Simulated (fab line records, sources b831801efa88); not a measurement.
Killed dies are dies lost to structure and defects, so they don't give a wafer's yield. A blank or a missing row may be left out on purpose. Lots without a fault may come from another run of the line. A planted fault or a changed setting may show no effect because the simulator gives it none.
Chamber matching | flow gf180mcu | GF_V2_CVD_02 on pecvd-03: 3 sister chambers
The step deposits SiO2 from TEOS, target thk 850 nm, time 94.851 s. 6 wafers are shown with their chamber, then 9 later ones without.

WAFERS WITH THEIR CHAMBER
wafer  | chamber | heater_power_w (W)
L267.1 | 2       | 690
L268.5 | 2       | 700
L277.6 | 0       | 652
L279.1 | 0       | 618
L280.4 | 1       | 808
L280.5 | 1       | 831

WAFERS WITHOUT THEIR CHAMBER
wafer  | heater_power_w (W)
L281.1 | 763
L281.2 | 537
L281.5 | 589
L283.1 | 633
L283.3 | 801
L283.6 | 582
L284.1 | 613
L284.5 | 635
L284.6 | 682

WHICH CHAMBER EACH WENT THROUGH
wafer  | from the rows above     | in truth
L281.1 | can't be placed: 1 or 2 | 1
L281.2 | 0                       | 0
L281.5 | 0                       | 0
L283.1 | 0                       | 0
L283.3 | 1                       | 1
L283.6 | 0                       | 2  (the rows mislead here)
L284.1 | 0                       | 0
L284.5 | 0                       | 0
L284.6 | can't be placed: 2 or 0 | 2
Placed correctly: 6 of 9. Can't be placed from these rows: 2 (the true chamber is among the candidates in 2). Placed wrongly: 1.
How it was worked out, from the rows above alone: a wafer's distance from a chamber is the root of the sum, over the readings, of the square of ((its reading less the chamber's mean) divided by the reading's scatter). The wafer belongs to the nearest chamber; if the next one is less than 2 further off, it can't be placed. A chamber's mean is the mean of its shown wafers. The scatter: the root of (the sum of the squares of (reading less its chamber's mean) over the shown wafers, divided by (wafers less chambers)).
